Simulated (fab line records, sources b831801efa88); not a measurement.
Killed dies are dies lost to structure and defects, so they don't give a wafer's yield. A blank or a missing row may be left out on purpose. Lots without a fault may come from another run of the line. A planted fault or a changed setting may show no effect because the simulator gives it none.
A struck lot beside a sound one | flow sky130 | 16 steps out of a route of 708
Sound: wafers L606.1, L606.4, L606.6. Struck: wafers L608.2, L608.3, L608.5. The cause comes at the end.
At each step with rows: each side's tool, then ch and its chambers, then its first start. Under that, the readings that differ: sound wafers | struck wafers | difference of the means | sigmas: that difference in standard deviations of wafers without a fault.
alike: readings whose means differ by less than 2 such deviations, and words and numbers that are the same on both sides. not compared: withheld readings, readings that some wafer has no value for, bounds like >300 that may hide the same value, and numbers for which the record gives no deviation and whose values overlap.
The two part at a step that has a row with sigmas, a row that says differs or no value, or rows on one side only. Numbers that don't overlap but have no deviation are shown without sigmas and don't part them. A reading that every wafer of one side lacks parts them only if that side has two wafers or more.

SKY_VIA2_CMP_02: polishes SiO2.
  sound on cmp-02 ch 1,2,3, day 37 15:44; struck on cmp-01 ch 0,2, day 38 11:59
  alike: motor_current_A, platen_rpm
SKY_VIA2_BOW_MEAS_03:
  sound on film_metro-03, day 37 15:56; struck on film_metro-03, day 38 12:15
  alike: VIA2_BOW
then, 8 steps without rows for these wafers: SKY_VIA2_DEHYDRATE_04 (time 60 s); SKY_VIA2_HMDS_05 (prime time 60 s); SKY_VIA2_COAT_06 (resist thk 60 nm); SKY_VIA2_COAT_07 (resist thk 450 nm); SKY_VIA2_SOFTBAKE_08 (time 90 s); SKY_VIA2_EXPOSE_09 (exposes mask VIM2, target cd 200 nm); SKY_VIA2_PEB_10; SKY_VIA2_DEVELOP_11 (develop time 60 s).
SKY_VIA2_CD_MEAS_12: target cd 200 nm.
  sound on cd_sem-01, day 38 16:46; struck on cd_sem-01, day 39 13:37
  alike: cd_nm
SKY_VIA2_OVL_MEAS_13:
  sound on overlay-02, day 38 16:53; struck on overlay-01, day 39 13:43
  alike: VIA2_OVL
SKY_VIA2_ETCH_14: etches BARC in N2/H2, stops on SiO2, time 45.9 s, target depth 60 nm.
  sound on rie_diel-01 ch 1,2,3, day 38 16:55; struck on rie_diel-01 ch 1,2, day 39 13:45
  reading                                     | sound             | struck            | difference | sigmas
  rf_fwd_power_W (W)                          | 491.5 490.1 496.0 | 570.2 573.2 573.2 | +79.7      | +31
  model.KrF-thick_of_VIA2_COAT_07.thk_nm (nm) | 392.3 392.7 391.1 | 386.8 385.4 386.7 | -5.7       |
  alike: drypump_motor_current_A, oes_product_au, throttle_valve_pct
  not compared: rf_hours_counter_h
SKY_VIA2_ETCH_15: etches SiO2 in C4F8/O2/Ar, stops on TiN, target depth 546 nm, time 84 s.
  sound on rie_diel-01 ch 1,2,3, day 38 16:58; struck on rie_diel-01 ch 1,2, day 39 13:48
  reading                                     | sound             | struck            | difference | sigmas
  model.KrF-thick_of_VIA2_COAT_07.thk_nm (nm) | 282.7 284.1 280.9 | 280.1 275.4 276.2 | -5.3       |
  alike: oes_product_au, rf_fwd_power_W
  not compared: rf_hours_counter_h
SKY_VIA2_STRIP_16: strips in O2/N2.
  sound on plasma_asher-04 ch 1, day 38 17:01; struck on plasma_asher-02 ch 0,1, day 39 13:52
  reading               | sound             | struck            | difference | sigmas
  oes_product_au (a.u.) | 0.397 0.405 0.405 | 0.396 0.394 0.389 | -0.009     | -2
  alike: drypump_motor_current_A, strip_time_to_endpoint_s
  not compared: rf_hours_counter_h
-- the record jumps here: 9 days lie between the struck wafers' starts before and after (it left off in module VIA2 and takes up again in module PAD_OPEN, whose first step shown is number 708 of the route) --
SKY_PAD_OPEN_PROBE_99:
  sound on prober-02, day 47 14:44; struck on prober-02, day 48 09:54
  alike: defect_limited_yield, killed_at_M0_to_M3, killed_at_M4_up, killed_at_contacts, killed_at_front_end, killed_at_other, killed_dies, killed_open, killed_short, sort_bin_3_pad_short, sort_bin_5_function, sort_bin_6_memory, sort_n_pass, sort_yield_pct

WHERE THEY PART
First at SKY_VIA2_ETCH_14; last, within this record, at SKY_VIA2_STRIP_16. Later steps at which nothing parts them and some readings are alike: SKY_PAD_OPEN_PROBE_99.

WHY: what the simulator had put in
Process parameter drift: rie_diel-01, from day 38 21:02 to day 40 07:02, at SKY_VIA2_ETCH_14. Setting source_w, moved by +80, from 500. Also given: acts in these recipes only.
